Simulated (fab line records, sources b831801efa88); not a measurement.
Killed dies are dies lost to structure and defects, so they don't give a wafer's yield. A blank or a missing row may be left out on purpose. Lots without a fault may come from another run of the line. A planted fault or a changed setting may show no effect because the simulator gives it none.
Chamber matching | flow sky130 | SKY_VIA2_CMP_24 on cmp-02: 4 sister chambers
The step polishes, stops on SiO2, t overpolish 20 s, target thk 0 nm. 7 wafers are shown with their chamber, then 8 later ones without.

WAFERS WITH THEIR CHAMBER
wafer  | chamber | motor_current_A (A) | time_to_endpoint_s (s)
L954.2 | 2       | 11.9                | 91
L954.5 | 1       | 10.3                | 99
L955.6 | 2       | 11.8                | 92
L958.1 | 0       | 9.7                 | 92
L958.2 | 3       | 9.9                 | 99
L958.6 | 0       | 9.6                 | 93
L961.1 | 3       | 10.0                | 97

WAFERS WITHOUT THEIR CHAMBER
wafer  | motor_current_A (A) | time_to_endpoint_s (s)
L961.3 | 10.3                | 100
L961.6 | 11.4                | 92
L968.1 | 10.6                | 104
L968.3 | 11.9                | 97
L968.5 | 12.2                | 98
L973.2 | 10.2                | 106
L973.3 | 11.2                | 95
L973.6 | 10.0                | 103

WHICH CHAMBER EACH WENT THROUGH
wafer  | from the rows above     | in truth
L961.3 | 1                       | 1
L961.6 | 2                       | 2
L968.1 | 1                       | 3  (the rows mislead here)
L968.3 | 2                       | 2
L968.5 | 2                       | 2
L973.2 | can't be placed: 1 or 3 | 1
L973.3 | 2                       | 2
L973.6 | can't be placed: 3 or 1 | 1
Placed correctly: 5 of 8. Can't be placed from these rows: 2 (the true chamber is among the candidates in 2). Placed wrongly: 1.
How it was worked out, from the rows above alone: a wafer's distance from a chamber is the root of the sum, over the readings, of the square of ((its reading less the chamber's mean) divided by the reading's scatter). The wafer belongs to the nearest chamber; if the next one is less than 2 further off, it can't be placed. A chamber's mean is the mean of its shown wafers. The scatter: the root of (the sum of the squares of (reading less its chamber's mean) over the shown wafers, divided by (wafers less chambers)).
